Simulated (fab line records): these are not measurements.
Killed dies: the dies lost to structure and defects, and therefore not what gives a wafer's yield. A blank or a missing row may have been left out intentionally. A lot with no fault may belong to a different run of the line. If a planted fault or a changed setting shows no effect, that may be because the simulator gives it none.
fab line records	flow gf180mcu
record lots=24	wafers=72	last_day=34
route steps=602 shown M3@426 V3@447 V4@497 MIM@509 M5@535 V5@542
lots that met no fault: taken from a fault-free run of the same line
start_h: hours from the record's opening day to when the first of the lot's shown wafers began	wait_h: time in hours since the lot's previous step	" repeats the value in the row above	L1.1+2: one row covering several wafers at once	- no value, or no start given	* or withheld: withheld	< > ~ a bound
route shown NAME@n: NAME is a module with steps in the file, n the number in the route of the first one	usual: mean/standard deviation of fault-free wafers	same: alike in all rows	chamber/n: place in a boat	sites: each site's reading	_std_site: how widely they spread, as a standard deviation	_edge_site: mean of outer sites minus mean of inner sites	radius_mm: for every site, how far away it sits from the centre of the wafer	mask NAME#n: copy n	behind: tool/chamber where the wafer was last shaped	hold: the reason the lot was held/the length of the hold in hours/how it ended	device: whichever transistor did not switch (one of n, p or np)	end of line: the same wafers' tests at the end of the route	for a step that has no rows: nothing shown but its recipe	killed: the dies lost at the first sort to structure and to defects; this is not the yield of the wafer	map: per-die view of a wafer (x killed, . not killed, _ where there is no die)
set.NAME: the setting the step ran with; set.NAME@STEP: the setting that earlier step ran with	model.NAME: the simulator's own value behind a step, which no gauge read
steps of the route over a sample of lots; a table a step, a row a wafer
services: when a tool's chamber went out of use (start_h, in hours from the record's first day, below 0 if earlier), for how many hours, and the reason
## steps
# step GF_M3_STRIP_17
# recipe chemistry=O2/N2	power_w=1400	pressure_mtorr=1500	platen_temp_c=250	o2_flow_sccm=3000	n2_flow_sccm=300	overash_fraction=0.5
# usual chamber_pressure_mTorr=1500.0/1.3	drypump_motor_current_A=5.5/0.49	heater_power_w=327/32	oes_product_au=0.558/0.0052	strip_time_to_endpoint_s=7.88/0.056
lot.wafer	tool	chamber	start_h	wait_h	chamber_pressure_mTorr	drypump_motor_current_A	heater_power_w	oes_product_au	rf_hours_counter_h	strip_time_to_endpoint_s
L074.2	plasma_asher-03	0	486.02	0.1	1502.0	6.4	328	0.564	71	7.84
L074.4	"	1	"	"	1499.7	5.2	292	0.562	-	7.89
L074.6	"	0	"	"	1500.4	6.4	326	0.561	-	7.79
L075.1	plasma_asher-03	0	493.97	0.1	1502.4	6.4	327	0.556	72	7.92
L075.2	"	1	"	"	1497.8	5.2	285	0.557	72	7.97
L075.5	"	1	"	"	1504.0	5.2	296	0.553	-	7.91
L076.2	plasma_asher-01	0	506.45	0.1	1501.2	5.6	334	0.560	9	7.95
L076.5	"	1	"	"	1500.6	5.8	349	0.552	-	7.90
L076.6	"	0	"	"	1498.5	5.6	355	0.560	-	7.95
L077.2	plasma_asher-04	1	514.97	0.1	1498.6	5.4	382	0.551	86	7.79
L077.3	"	0	"	"	1497.9	5.1	318	0.558	-	7.81
L077.6	"	1	"	"	1500.5	5.4	379	0.558	-	7.83
L078.1	plasma_asher-04	0	523.23	0.2	1499.3	5.1	319	0.570	87	7.97
L078.2	"	1	"	"	1498.7	5.4	373	0.567	87	7.94
L078.5	"	0	"	"	1501.2	5.1	320	0.555	-	7.96
L079.2	plasma_asher-03	1	532.77	0.1	1498.3	5.2	283	0.562	76	7.84
L079.5	"	1	"	"	1500.7	5.2	287	0.555	-	7.78
L079.6	"	0	"	"	1497.2	6.4	334	0.562	-	7.92
L080.1	plasma_asher-04	0	542.12	0.1	1501.0	5.1	315	0.553	89	7.85
L080.2	"	1	"	"	1500.4	5.4	376	0.557	89	7.86
L080.6	"	0	"	"	1497.4	5.1	315	0.555	-	7.87
L081.1	plasma_asher-01	0	552.57	0.1	1501.0	5.6	344	0.554	14	7.84
L081.4	"	1	"	"	1500.6	5.9	338	0.556	-	7.82
L081.6	"	1	"	"	1499.6	5.8	348	0.561	-	7.81
L082.3	plasma_asher-03	0	563.46	0.1	1501.0	6.4	334	0.562	-	7.89
L082.4	"	1	"	"	1499.4	5.2	281	0.557	-	7.98
L082.5	"	1	"	"	1500.4	5.2	288	0.565	-	8.01
L083.1	plasma_asher-04	1	569.62	0.1	1502.2	5.4	375	0.560	92	7.92
L083.2	"	0	"	"	1500.5	5.2	317	0.551	92	7.83
L083.5	"	0	"	"	1498.8	5.2	311	0.543	-	7.83
L084.1	plasma_asher-03	1	576.42	0.1	1499.8	5.2	279	0.564	80	7.86
L084.3	"	0	"	"	1499.0	6.4	327	0.560	-	7.96
L084.4	"	1	"	"	1501.3	5.2	285	0.564	-	7.94
L085.3	plasma_asher-04	0	581.10	0.1	1497.8	5.2	316	0.559	-	7.86
L085.5	"	0	"	"	1501.6	5.2	315	0.562	-	7.88
L085.6	"	1	"	"	1498.9	5.4	368	0.558	-	7.86
L086.1	plasma_asher-03	1	589.39	0.2	1499.7	5.2	294	0.564	82	7.92
L086.3	"	1	"	"	1498.9	5.2	278	0.563	-	7.91
L086.4	"	0	"	"	1500.5	6.4	319	0.565	-	7.94
L087.3	plasma_asher-03	1	599.86	0.1	1502.6	5.2	290	0.555	-	7.91
L087.4	"	0	"	"	1498.4	6.4	330	0.555	-	7.88
L087.5	"	0	"	"	1501.3	6.4	318	0.554	-	7.85
L088.2	plasma_asher-04	1	608.12	0.1	1499.3	5.4	367	0.561	97	7.90
L088.4	"	1	"	"	1498.6	5.4	375	0.556	-	7.84
L088.6	"	0	"	"	1498.6	5.1	313	0.561	-	7.87
L089.1	plasma_asher-03	1	616.47	0.1	1501.2	5.2	284	0.551	85	7.82
L089.2	"	0	"	"	1501.3	6.4	331	0.552	85	7.86
L089.3	"	1	"	"	1500.3	5.2	280	0.560	-	7.84
L090.2	plasma_asher-03	1	619.37	0.1	1497.8	5.2	288	0.552	85	7.83
L090.4	"	0	"	"	1498.9	6.4	331	0.544	-	7.80
L090.5	"	0	"	"	1500.9	6.4	336	0.550	-	7.80
L091.1	plasma_asher-04	0	628.90	0.1	1500.2	5.1	315	0.553	100	7.85
L091.3	"	0	"	"	1498.6	5.2	315	0.557	-	7.81
L091.5	"	1	"	"	1499.7	5.4	379	0.559	-	7.85
L092.1	plasma_asher-03	1	636.00	0.1	1500.4	5.2	283	0.551	87	7.81
L092.2	"	0	"	"	1501.2	6.4	328	0.559	87	7.89
L092.5	"	1	"	"	1500.8	5.2	285	0.555	-	7.91
L093.1	plasma_asher-04	0	639.55	0.1	1496.4	5.2	307	0.555	102	7.85
L093.4	"	1	"	"	1501.9	5.4	369	0.557	-	7.86
L093.5	"	1	"	"	1500.3	5.4	375	0.557	-	7.90
L094.1	plasma_asher-03	0	649.05	0.1	1500.4	6.4	322	0.556	89	7.88
L094.2	"	1	"	"	1500.3	5.2	289	0.544	89	7.86
L094.3	"	0	"	"	1498.9	6.4	327	0.560	-	7.87
L095.1	plasma_asher-04	1	655.97	0.1	1498.5	5.4	374	0.557	104	7.92
L095.3	"	1	"	"	1497.6	5.4	373	0.548	-	7.94
L095.6	"	1	"	"	1500.4	5.4	384	0.562	-	7.88
L096.3	plasma_asher-04	0	659.96	0.1	1497.5	5.2	320	0.558	-	7.84
L096.4	"	1	"	"	1500.0	5.4	375	0.559	-	7.97
L096.5	"	0	"	"	1500.5	5.2	314	0.556	-	7.88
L097.1	plasma_asher-04	1	670.55	0.1	1501.2	5.4	363	0.553	106	7.93
L097.2	"	0	"	"	1500.7	5.2	318	0.558	106	7.88
L097.4	"	1	"	"	1499.2	5.4	377	0.555	-	7.86
# step GF_V3_STRIP_18
# recipe chemistry=O2/N2	power_w=1400	pressure_mtorr=1500	platen_temp_c=250	o2_flow_sccm=3000	n2_flow_sccm=300	overash_fraction=0.5
# usual chamber_pressure_mTorr=1500.1/1.3	drypump_motor_current_A=5.7/0.51	heater_power_w=343/43	oes_product_au=0.594/0.005
lot.wafer	tool	chamber	start_h	wait_h	chamber_pressure_mTorr	drypump_motor_current_A	heater_power_w	oes_product_au	rf_hours_counter_h
L074.2	plasma_asher-04	1	510.94	-	1500.2	5.4	378	0.605	86
L074.4	"	0	"	"	1499.7	5.2	320	0.606	-
L074.6	"	1	"	"	1495.7	5.4	363	0.600	-
L075.1	plasma_asher-03	0	518.69	-	1501.7	6.4	327	0.593	74
L075.2	"	1	"	"	1501.5	5.2	283	0.588	74
L075.5	"	0	"	"	1502.6	6.4	320	0.589	-
L076.2	plasma_asher-02	1	530.03	-	1502.4	6.3	419	0.593	41
L076.5	"	0	"	"	1499.1	5.8	355	0.591	-
L076.6	"	1	"	"	1502.7	6.3	416	0.591	-
L077.2	plasma_asher-04	1	539.84	-	1498.8	5.4	372	0.601	89
L077.3	"	0	"	"	1500.3	5.1	318	0.600	-
L077.6	"	1	"	"	1499.3	5.4	364	0.592	-
L078.1	plasma_asher-03	1	547.04	-	1501.3	5.2	287	0.595	77
L078.2	"	0	"	"	1501.9	6.4	323	0.593	77
L078.5	"	0	"	"	1500.8	6.4	332	0.591	-
L079.2	plasma_asher-04	0	556.64	-	1500.8	5.1	313	0.594	91
L079.5	"	1	"	"	1498.9	5.4	365	0.593	-
L079.6	"	0	"	"	1498.6	5.1	319	0.594	-
L080.1	plasma_asher-02	0	565.23	-	1501.5	5.8	348	0.586	44
L080.2	"	1	"	"	1499.0	6.3	422	0.600	44
L080.6	"	0	"	"	1500.0	5.8	358	0.602	-
L081.1	plasma_asher-03	0	575.49	-	1500.7	6.4	338	0.596	80
L081.4	"	1	"	"	1500.8	5.2	286	0.594	-
L081.6	"	1	"	"	1502.2	5.2	287	0.587	-
L082.3	plasma_asher-03	1	586.02	-	1497.9	5.2	285	0.604	-
L082.4	"	0	"	"	1501.4	6.4	321	0.595	-
L082.5	"	1	"	"	1498.9	5.2	282	0.599	-
L083.1	plasma_asher-04	0	592.48	-	1498.8	5.2	309	0.592	95
L083.2	"	1	"	"	1502.2	5.4	381	0.590	95
L083.5	"	0	"	"	1501.8	5.2	321	0.598	-
L084.1	plasma_asher-04	0	598.59	-	1500.4	5.2	317	0.601	96
L084.3	"	0	"	"	1499.5	5.1	317	0.600	-
L084.4	"	1	"	"	1501.7	5.4	372	0.596	-
L085.3	plasma_asher-02	0	603.72	-	1500.6	5.7	354	0.592	-
L085.5	"	1	"	"	1499.8	6.3	410	0.592	-
L085.6	"	0	"	"	1499.7	5.7	348	0.590	-
L086.1	plasma_asher-02	0	611.73	-	1500.8	5.8	352	0.594	50
L086.3	"	0	"	"	1498.5	5.8	348	0.587	-
L086.4	"	1	"	"	1500.4	6.3	415	0.586	-
L087.3	plasma_asher-03	1	622.02	-	1502.1	5.2	289	0.595	-
L087.4	"	0	"	"	1500.5	6.4	330	0.587	-
L087.5	"	0	"	"	1501.4	6.4	322	0.596	-
L088.2	plasma_asher-04	0	629.54	-	1499.8	5.1	319	0.594	100
L088.4	"	0	"	"	1500.8	5.1	316	0.599	-
L088.6	"	1	"	"	1498.4	5.4	387	0.597	-
L089.1	plasma_asher-03	0	638.09	-	1499.9	6.4	329	0.596	88
L089.2	"	1	"	"	1498.6	5.2	288	0.596	88
L089.3	"	0	"	"	1499.5	6.4	319	0.591	-
L090.2	plasma_asher-03	0	641.18	-	1499.2	6.4	323	0.593	88
L090.4	"	1	"	"	1500.1	5.2	284	0.589	-
L090.5	"	0	"	"	1500.4	6.4	328	0.598	-
L091.1	plasma_asher-02	1	649.69	-	1497.7	6.3	418	0.593	55
L091.3	"	1	"	"	1500.3	6.3	408	0.599	-
L091.5	"	0	"	"	1498.9	5.8	362	0.602	-
L092.1	plasma_asher-04	1	656.69	-	1499.3	5.4	377	0.588	104
L092.2	"	0	"	"	1497.9	5.1	319	0.590	104
L092.5	"	1	"	"	1500.7	5.4	373	0.607	-
L093.1	plasma_asher-02	0	660.29	-	1501.8	5.7	353	0.600	56
L093.4	"	0	"	"	1498.5	5.7	359	0.600	-
L093.5	"	0	"	"	1501.8	5.7	349	0.587	-
L094.1	plasma_asher-02	0	668.89	-	1501.2	5.8	359	0.592	57
L094.2	"	1	"	"	1500.4	6.3	414	0.597	57
L094.3	"	0	"	"	1500.5	5.8	350	0.587	-
L095.1	plasma_asher-03	1	675.89	-	1500.1	5.2	286	0.598	92
L095.3	"	0	"	"	1499.3	6.4	329	0.594	-
L095.6	"	1	"	"	1502.3	5.2	277	0.589	-
L096.3	plasma_asher-03	0	679.81	-	1498.9	6.4	320	0.589	-
L096.4	"	1	"	"	1500.2	5.2	288	0.595	-
L096.5	"	1	"	"	1501.1	5.2	294	0.600	-
L097.1	plasma_asher-04	1	690.66	-	1500.3	5.4	370	0.593	108
L097.2	"	0	"	"	1499.7	5.1	316	0.589	108
L097.4	"	0	"	"	1499.4	5.1	323	0.602	-
# step GF_V4_SPUTTER_21
# recipe material=Ti	target_thk_nm=15	chamber_pressure_pa=5	power_w=2500	substrate_temp_c=200	time_s=80.02
# usual throttle_valve_pct=29.5/1.1
lot.wafer	tool	chamber	start_h	wait_h	throttle_valve_pct
L074.2	pvd_sputter-04	-	558.17	0.0	30.5
L074.4	"	-	"	"	31.6
L074.6	"	-	"	"	30.1
L075.1	pvd_sputter-02	-	567.72	0.0	28.5
L075.2	"	-	"	"	28.3
L075.5	"	-	"	"	28.2
L076.2	pvd_sputter-04	-	577.33	0.0	31.7
L076.5	"	-	"	"	30.2
L076.6	"	-	"	"	28.5
L077.2	pvd_sputter-02	-	586.77	0.0	28.5
L077.3	"	-	"	"	30.7
L077.6	"	-	"	"	28.1
L078.1	pvd_sputter-04	-	594.06	0.0	31.6
L078.2	"	-	"	"	29.9
L078.5	"	-	"	"	30.0
L079.2	pvd_sputter-01	-	603.25	0.0	28.5
L079.5	"	-	"	"	28.3
L079.6	"	-	"	"	30.1
L080.1	pvd_sputter-02	-	611.02	0.0	29.4
L080.2	"	-	"	"	28.5
L080.6	"	-	"	"	29.3
L081.1	pvd_sputter-01	-	620.27	0.0	30.0
L081.4	"	-	"	"	28.0
L081.6	"	-	"	"	29.9
L082.3	pvd_sputter-02	-	630.67	0.0	28.5
L082.4	"	-	"	"	29.3
L082.5	"	-	"	"	28.4
L083.1	pvd_sputter-02	-	637.21	0.0	30.6
L083.2	"	-	"	"	29.8
L083.5	"	-	"	"	28.3
L084.1	pvd_sputter-02	-	642.40	0.0	29.4
L084.3	"	-	"	"	30.6
L084.4	"	-	"	"	28.7
L085.3	pvd_sputter-01	-	647.47	0.0	29.9
L085.5	"	-	"	"	30.5
L085.6	"	-	"	"	28.2
L086.1	pvd_sputter-01	-	655.92	0.0	28.4
L086.3	"	-	"	"	30.4
L086.4	"	-	"	"	29.9
L087.3	pvd_sputter-02	-	665.17	0.0	29.4
L087.4	"	-	"	"	29.7
L087.5	"	-	"	"	28.3
L088.2	pvd_sputter-01	-	672.08	0.0	30.7
L088.4	"	-	"	"	28.2
L088.6	"	-	"	"	28.2
L089.1	pvd_sputter-01	-	679.96	0.0	29.4
L089.2	"	-	"	"	28.1
L089.3	"	-	"	"	30.0
L090.2	pvd_sputter-01	-	683.67	0.0	30.8
L090.4	"	-	"	"	29.9
L090.5	"	-	"	"	29.5
L091.1	pvd_sputter-04	-	691.07	0.0	30.7
L091.3	"	-	"	"	30.1
L091.5	"	-	"	"	31.6
L092.1	pvd_sputter-04	-	697.92	0.0	28.5
L092.2	"	-	"	"	31.6
L092.5	"	-	"	"	31.6
L093.1	pvd_sputter-02	-	701.21	0.0	28.2
L093.4	"	-	"	"	28.3
L093.5	"	-	"	"	28.5
L094.1	pvd_sputter-04	-	709.03	0.0	30.9
L094.2	"	-	"	"	29.9
L094.3	"	-	"	"	28.2
L095.1	pvd_sputter-04	-	716.03	0.0	30.0
L095.3	"	-	"	"	31.6
L095.6	"	-	"	"	30.4
L096.3	pvd_sputter-01	-	720.32	0.0	28.1
L096.4	"	-	"	"	30.5
L096.5	"	-	"	"	28.3
L097.1	pvd_sputter-01	-	730.46	0.0	30.5
L097.2	"	-	"	"	28.2
L097.4	"	-	"	"	29.5
# step GF_MIM_THK_MEAS_06
# recipe reads=Si3N4_of_MIM_CVD_05
# usual MIM_CVD_05_THK=41.8/0.56
lot.wafer	tool	chamber	start_h	wait_h	MIM_CVD_05_THK[nm]
L074.2	film_metro-03	-	559.12	0.0	41.7
L074.4	"	-	"	"	42.1
L074.6	"	-	"	"	42.1
L075.1	film_metro-04	-	568.67	0.0	42.4
L075.2	"	-	"	"	41.9
L075.5	"	-	"	"	42.4
L076.2	film_metro-02	-	578.29	0.0	42.0
L076.5	"	-	"	"	42.1
L076.6	"	-	"	"	41.8
L077.2	film_metro-04	-	587.73	0.0	42.1
L077.3	"	-	"	"	40.5
L077.6	"	-	"	"	41.4
L078.1	film_metro-02	-	595.01	0.0	42.0
L078.2	"	-	"	"	41.1
L078.5	"	-	"	"	41.2
L079.2	film_metro-04	-	604.24	0.0	41.0
L079.5	"	-	"	"	42.0
L079.6	"	-	"	"	41.8
L080.1	film_metro-03	-	612.02	0.0	41.5
L080.2	"	-	"	"	41.8
L080.6	"	-	"	"	42.5
L081.1	film_metro-04	-	621.23	0.0	41.7
L081.4	"	-	"	"	41.6
L081.6	"	-	"	"	42.3
L082.3	film_metro-04	-	631.63	0.0	41.4
L082.4	"	-	"	"	42.7
L082.5	"	-	"	"	40.9
L083.1	film_metro-03	-	638.17	0.0	41.3
L083.2	"	-	"	"	41.1
L083.5	"	-	"	"	41.4
L084.1	film_metro-02	-	643.35	0.0	41.2
L084.3	"	-	"	"	40.9
L084.4	"	-	"	"	41.9
L085.3	film_metro-02	-	648.45	0.0	41.2
L085.5	"	-	"	"	41.6
L085.6	"	-	"	"	42.3
L086.1	film_metro-04	-	656.87	0.0	41.6
L086.3	"	-	"	"	41.9
L086.4	"	-	"	"	42.1
L087.3	film_metro-03	-	666.14	0.0	41.3
L087.4	"	-	"	"	41.1
L087.5	"	-	"	"	42.7
L088.2	film_metro-04	-	673.32	0.0	41.7
L088.4	"	-	"	"	42.5
L088.6	"	-	"	"	42.3
L089.1	film_metro-02	-	680.91	0.0	41.6
L089.2	"	-	"	"	41.1
L089.3	"	-	"	"	41.9
L090.2	film_metro-03	-	684.63	0.0	41.6
L090.4	"	-	"	"	41.9
L090.5	"	-	"	"	41.4
L091.1	film_metro-03	-	693.94	0.0	42.3
L091.3	"	-	"	"	40.9
L091.5	"	-	"	"	42.1
L093.1	film_metro-02	-	702.26	0.0	41.9
L093.4	"	-	"	"	42.0
L093.5	"	-	"	"	42.4
L092.1	film_metro-04	-	703.90	0.0	42.2
L092.2	"	-	"	"	42.3
L092.5	"	-	"	"	42.0
L094.1	film_metro-03	-	709.98	0.0	41.3
L094.2	"	-	"	"	41.7
L094.3	"	-	"	"	40.8
L095.1	film_metro-04	-	717.00	0.0	41.2
L095.3	"	-	"	"	41.6
L095.6	"	-	"	"	42.2
L096.3	film_metro-02	-	721.37	0.0	41.1
L096.4	"	-	"	"	42.3
L096.5	"	-	"	"	42.0
L097.1	film_metro-02	-	731.75	0.0	42.2
L097.2	"	-	"	"	42.2
L097.4	"	-	"	"	41.8
# step GF_M5_ETCH_09
# recipe chemistry=CF4/O2	target=Si3N4	target_depth_nm=52	source_w=800	bias_w=150	pressure_mtorr=150	cf4_flow_sccm=80	O2_flow_sccm=10	time_s=11.6
# usual chamber_pressure_mTorr=150.00/0.15	drypump_motor_current_A=5.4/0.31	oes_product_au=0.997/0.0087	throttle_valve_pct=5.969/0.009
lot.wafer	tool	chamber	start_h	wait_h	chamber_pressure_mTorr	drypump_motor_current_A	oes_product_au	rf_hours_counter_h	throttle_valve_pct
L074.2	rie_diel-04	0	602.92	0.0	150.28	4.9	1.015	28	5.973
L074.4	"	2	"	"	150.21	5.5	0.978	18	5.963
L074.6	"	1	"	"	150.01	5.5	0.994	-	5.964
L075.1	rie_diel-01	3	611.91	0.0	149.92	5.2	0.986	7	5.966
L075.2	"	1	"	"	150.25	5.5	0.984	10	5.974
L075.5	"	2	"	"	150.24	5.2	1.007	-	5.982
L076.2	rie_diel-04	1	621.06	0.0	149.96	5.6	0.998	13	5.962
L076.5	"	3	"	"	150.20	5.4	0.988	-	5.973
L076.6	"	0	"	"	150.01	4.9	1.008	-	5.987
L077.2	rie_diel-01	1	629.06	0.0	150.05	5.5	0.990	11	5.959
L077.3	"	3	"	"	149.73	5.2	0.996	8	5.974
L077.6	"	3	"	"	150.03	5.2	0.993	-	5.950
L078.1	rie_diel-01	1	636.26	0.0	150.33	5.5	0.987	11	5.966
L078.2	"	2	"	"	149.90	5.2	1.004	8	5.969
L078.5	"	2	"	"	149.91	5.2	1.016	-	5.982
L079.2	rie_diel-03	2	645.65	0.0	149.98	5.9	0.986	17	5.959
L079.5	"	0	"	"	149.55	6.0	1.000	-	5.962
L079.6	"	3	"	"	149.96	5.8	1.011	-	5.962
L080.1	rie_diel-01	0	652.76	0.0	149.87	5.3	0.993	0	5.966
L080.2	"	1	"	"	150.03	5.5	0.993	12	5.965
L080.6	"	1	"	"	150.07	5.5	0.985	-	5.962
L081.1	rie_diel-03	3	661.71	0.0	150.18	5.8	0.997	6	5.968
L081.4	"	0	"	"	150.19	6.0	0.998	-	5.964
L081.6	"	2	"	"	150.03	5.9	0.987	-	5.966
L082.3	rie_diel-04	3	670.56	0.0	149.78	5.4	0.991	3	5.977
L082.4	"	0	"	"	150.14	4.9	1.006	-	5.967
L082.5	"	2	"	"	150.36	5.4	0.981	-	5.964
L083.1	rie_diel-04	2	677.50	0.0	149.90	5.5	0.976	20	5.973
L083.2	"	3	"	"	149.83	5.4	0.984	3	5.977
L083.5	"	3	"	"	149.92	5.4	0.998	-	5.962
L084.1	rie_diel-01	2	682.65	0.0	149.67	5.2	1.008	10	5.975
L084.3	"	3	"	"	149.92	5.2	0.994	9	5.977
L084.4	"	0	"	"	150.01	5.3	0.996	1	5.977
L085.3	rie_diel-01	2	686.41	0.0	149.84	5.2	1.001	10	5.973
L085.5	"	3	"	"	149.93	5.2	0.990	-	5.966
L085.6	"	2	"	"	150.06	5.2	1.001	-	5.985
L086.1	rie_diel-04	3	695.26	0.0	149.95	5.4	0.985	4	5.952
L086.3	"	2	"	"	149.96	5.4	0.986	20	5.959
L086.4	"	1	"	"	149.91	5.5	0.996	15	5.978
L087.3	rie_diel-03	2	702.61	0.0	150.01	5.9	1.006	19	5.981
L087.4	"	0	"	"	150.15	6.0	0.997	12	5.969
L087.5	"	1	"	"	150.23	5.1	1.007	-	5.967
L088.2	rie_diel-03	0	710.16	0.0	149.91	6.0	1.001	12	5.966
L088.4	"	3	"	"	150.07	5.8	1.001	8	5.969
L088.6	"	2	"	"	150.05	5.9	0.997	-	5.980
L089.1	rie_diel-03	1	717.25	0.0	149.96	5.2	0.999	2	5.951
L089.2	"	2	"	"	149.98	5.9	0.999	20	5.962
L089.3	"	0	"	"	149.92	6.0	1.001	12	5.976
L090.2	rie_diel-04	2	722.95	0.0	150.13	5.4	0.992	21	5.978
L090.4	"	1	"	"	150.10	5.5	0.992	16	5.973
L090.5	"	0	"	"	150.06	4.9	1.008	-	5.956
L091.1	rie_diel-03	2	729.86	0.0	149.98	5.9	0.991	20	5.980
L091.3	"	1	"	"	150.17	5.1	1.005	3	5.977
L091.5	"	3	"	"	150.19	5.8	1.008	-	5.972
L093.1	rie_diel-01	2	738.36	0.0	150.13	5.2	0.980	12	5.958
L093.4	"	0	"	"	150.00	5.3	0.995	4	5.980
L093.5	"	2	"	"	150.06	5.3	0.992	-	5.966
L092.1	rie_diel-01	0	739.31	0.0	150.14	5.3	0.995	4	5.961
L092.2	"	1	"	"	149.84	5.5	0.991	14	5.977
L092.5	"	1	"	"	150.08	5.5	0.996	-	5.953
L094.1	rie_diel-03	2	745.66	0.0	150.10	5.9	1.003	21	5.960
L094.2	"	0	"	"	149.92	6.0	1.007	13	5.977
L094.3	"	3	"	"	150.33	5.8	1.002	9	5.976
L095.1	rie_diel-01	3	751.71	0.0	149.87	5.2	1.002	12	5.986
L095.3	"	0	"	"	150.20	5.3	0.997	4	5.963
L095.6	"	1	"	"	149.82	5.5	0.991	-	5.960
L096.3	rie_diel-03	3	755.35	0.0	149.85	5.8	0.998	10	5.965
L096.4	"	1	"	"	149.95	5.1	1.001	4	5.977
L096.5	"	2	"	"	149.98	5.9	1.001	-	5.967
L097.1	rie_diel-01	2	764.91	0.0	149.78	5.2	0.997	13	5.975
L097.2	"	3	"	"	150.00	5.2	0.985	13	5.962
L097.4	"	0	"	"	150.04	5.3	0.990	5	5.952
# step GF_V5_CVD_02
# recipe material=SiO2	target_thk_nm=1450	precursor=TEOS	temp_c=400	time_s=163.28	rf_w=600
# usual heater_power_w=664/93
lot.wafer	tool	chamber	start_h	wait_h	heater_power_w
L074.2	pecvd-04	0	603.81	0.0	740
L074.4	"	0	"	"	621
L074.6	"	2	"	"	892
L075.1	pecvd-03	1	612.68	0.1	695
L075.2	"	0	"	"	667
L075.5	"	1	"	"	755
L076.2	pecvd-02	0	621.83	0.0	647
L076.5	"	1	"	"	642
L076.6	"	0	"	"	543
L077.2	pecvd-03	0	629.83	0.0	664
L077.3	"	1	"	"	748
L077.6	"	2	"	"	580
L078.1	pecvd-02	1	637.15	0.1	620
L078.2	"	2	"	"	638
L078.5	"	1	"	"	665
L079.2	pecvd-03	1	646.77	0.0	681
L079.5	"	1	"	"	751
L079.6	"	0	"	"	649
L080.1	pecvd-02	2	653.53	0.1	571
L080.2	"	1	"	"	620
L080.6	"	1	"	"	693
L081.1	pecvd-02	0	662.48	0.1	583
L081.4	"	2	"	"	614
L081.6	"	1	"	"	547
L082.3	pecvd-04	0	671.33	0.0	776
L082.4	"	2	"	"	867
L082.5	"	1	"	"	546
L083.1	pecvd-02	2	678.28	0.1	645
L083.2	"	1	"	"	688
L083.5	"	0	"	"	547
L084.1	pecvd-03	0	683.46	0.1	678
L084.3	"	1	"	"	675
L084.4	"	2	"	"	592
L085.3	pecvd-03	2	687.18	0.0	664
L085.5	"	0	"	"	532
L085.6	"	2	"	"	728
L086.1	pecvd-04	2	696.41	0.1	835
L086.3	"	0	"	"	745
L086.4	"	2	"	"	751
L087.3	pecvd-03	2	703.56	0.0	686
L087.4	"	1	"	"	726
L087.5	"	2	"	"	584
L088.2	pecvd-04	1	711.06	0.0	688
L088.4	"	1	"	"	546
L088.6	"	2	"	"	876
L089.1	pecvd-03	2	718.06	0.1	699
L089.2	"	1	"	"	766
L089.3	"	0	"	"	551
L090.2	pecvd-02	0	723.72	0.0	620
L090.4	"	1	"	"	555
L090.5	"	0	"	"	665
L091.1	pecvd-03	2	730.63	0.1	709
L091.3	"	1	"	"	612
L091.5	"	0	"	"	670
L093.1	pecvd-04	0	739.13	0.1	730
L093.4	"	0	"	"	751
L093.5	"	1	"	"	546
L092.1	pecvd-03	1	740.08	0.1	756
L092.2	"	0	"	"	664
L092.5	"	1	"	"	628
L094.1	pecvd-02	2	746.43	0.1	543
L094.2	"	0	"	"	653
L094.3	"	1	"	"	675
L095.1	pecvd-04	1	752.48	0.1	675
L095.3	"	2	"	"	823
L095.6	"	2	"	"	874
L096.3	pecvd-04	2	756.12	0.0	912
L096.4	"	2	"	"	753
L096.5	"	1	"	"	556
L097.1	pecvd-04	1	765.71	0.1	626
L097.2	"	2	"	"	927
L097.4	"	2	"	"	767
## services
tool	chamber	start_h	hours	kind
plasma_asher-04	-	465.11	13.4	repair
rie_diel-03	3	482.61	14.6	repair
pecvd-04	1	487.94	17.4	repair
pvd_sputter-01	-	494.22	2.5	repair
rie_diel-01	3	497.55	4.2	repair
pecvd-04	-	499.78	0.8	repair
rie_diel-01	-	529.94	0.4	repair
pvd_sputter-02	-	546.71	1.0	repair
rie_diel-01	1	551.85	10.9	repair
pecvd-04	-	574.39	0.6	repair
plasma_asher-04	-	575.88	1.5	repair
pecvd-03	0	590.91	7.5	repair
pvd_sputter-02	-	595.48	3.9	repair
pecvd-04	-	610.98	0.5	repair
rie_diel-03	3	612.08	10.1	repair
pecvd-03	-	625.65	1.5	repair
pvd_sputter-01	-	625.71	1.8	repair
pecvd-04	0	636.32	4.5	repair
plasma_asher-03	-	698.33	2.5	repair
rie_diel-01	1	709.96	13.3	repair
pecvd-04	-	713.09	1.7	repair
plasma_asher-03	-	724.07	2.8	pm
plasma_asher-04	-	733.75	9.0	pm
rie_diel-01	-	752.33	4.3	pm
## key
fault none
